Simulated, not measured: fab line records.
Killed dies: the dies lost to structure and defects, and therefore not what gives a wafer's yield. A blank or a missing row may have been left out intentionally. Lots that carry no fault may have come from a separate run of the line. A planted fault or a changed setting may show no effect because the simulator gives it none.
The tool behind it: which one?	flow sky130	Sampling: 7 lots, 21 wafers, 4 of 708 route steps

WHAT EACH GAUGE READ, for each wafer
SKY_CAP2M_RS_MEAS_03: a four-point-probe measurement.
lot	measured	on	CAP2M_TIN_RS (ohm/sq)
L301	day 40 05:35	film metro-01	7.01 7.08 7.03
L303	day 41 00:07	film metro-04	7.00 6.96 6.98
L305	day 41 11:34	film metro-01	6.96 6.94 7.00
L308	day 42 10:49	film metro-01	6.94 6.92 6.91
L310	day 43 03:26	film metro-03	7.03 7.00 6.97
L315	day 44 12:59	film metro-01	- - -
L322	day 46 06:32	film metro-03	6.96 6.93 6.98

WHAT TOOL EACH LOT RAN ON (gives the tool, then ch and the chambers of the sampled wafers, and finally the start)
lot	SKY_METAL3_STRIP_19	SKY_VIA3_ETCH_14	SKY_CAP2M_SPUTTER_02
L301	plasma asher-01 ch 0, day 39 00:20	rie diel-04 ch 0,3, day 40 03:12	pvd sputter-04, day 40 05:28
L303	plasma asher-03 ch 0,1, day 39 20:22	rie diel-03 ch 1,3, day 40 22:17	pvd sputter-02, day 41 00:00
L305	plasma asher-04 ch 0,1, day 40 08:26	rie diel-03 ch 0,1,3, day 41 09:50	pvd sputter-01, day 41 11:26
L308	plasma asher-04 ch 0,1, day 41 08:10	rie diel-04 ch 0,2, day 42 09:05	pvd sputter-01, day 42 10:41
L310	plasma asher-01 ch 0,1, day 42 00:31	rie diel-04 ch 0,1, day 43 01:41	pvd sputter-01, day 43 03:18
L315	plasma asher-03 ch 0,1, day 43 11:14	rie diel-04 ch 0,1,3, day 44 11:12	pvd sputter-01, day 44 12:50
L322	plasma asher-03 ch 0,1, day 45 07:10	rie diel-01 ch 0,1, day 46 04:45	pvd sputter-04, day 46 06:24
- SKY_METAL3_STRIP_19: strips in O2/N2.
- SKY_VIA3_ETCH_14: etches BARC in N2/H2, stops on SiO2, time 45.9 s, target depth 60 nm.
- SKY_CAP2M_SPUTTER_02: material TiN, target thk 200 nm, time 166.7 s.

THE ANSWER, worked out from the rows above alone
Rule: what is usual is taken from the lots themselves. The widest of any qualifying gaps counts: lots, ordered by their means at a reading, are off when they make up no more than a third of the lots, leave a main group of 4 or more, and stand apart from it by 3 or more times the standard deviation of that group's means. A main group whose means are all the same, to the digits that the tables above print for the reading, isn't used. A lot without any number at a reading at which 4 lots or more have one is off too. All remaining lots with rows at the step are treated as sound.
Off: L315, seen at SKY_CAP2M_RS_MEAS_03 (CAP2M_TIN_RS). Without a number there: L315. The main group: mean 6.98 ohm/sq, standard deviation 0.036.
If a tool, at a process step before that reading, ran all the lots that are off and no sound lot after the first of them, it fits. Those tools and the gauges at SKY_CAP2M_RS_MEAS_03 are tried in the same way. Can't be told from this: 3 tools fit, rie diel-04 at SKY_VIA3_ETCH_14, pvd sputter-01 at SKY_CAP2M_SPUTTER_02, film metro-01 at SKY_CAP2M_RS_MEAS_03.

WHAT THE SIMULATOR HAD PUT IN
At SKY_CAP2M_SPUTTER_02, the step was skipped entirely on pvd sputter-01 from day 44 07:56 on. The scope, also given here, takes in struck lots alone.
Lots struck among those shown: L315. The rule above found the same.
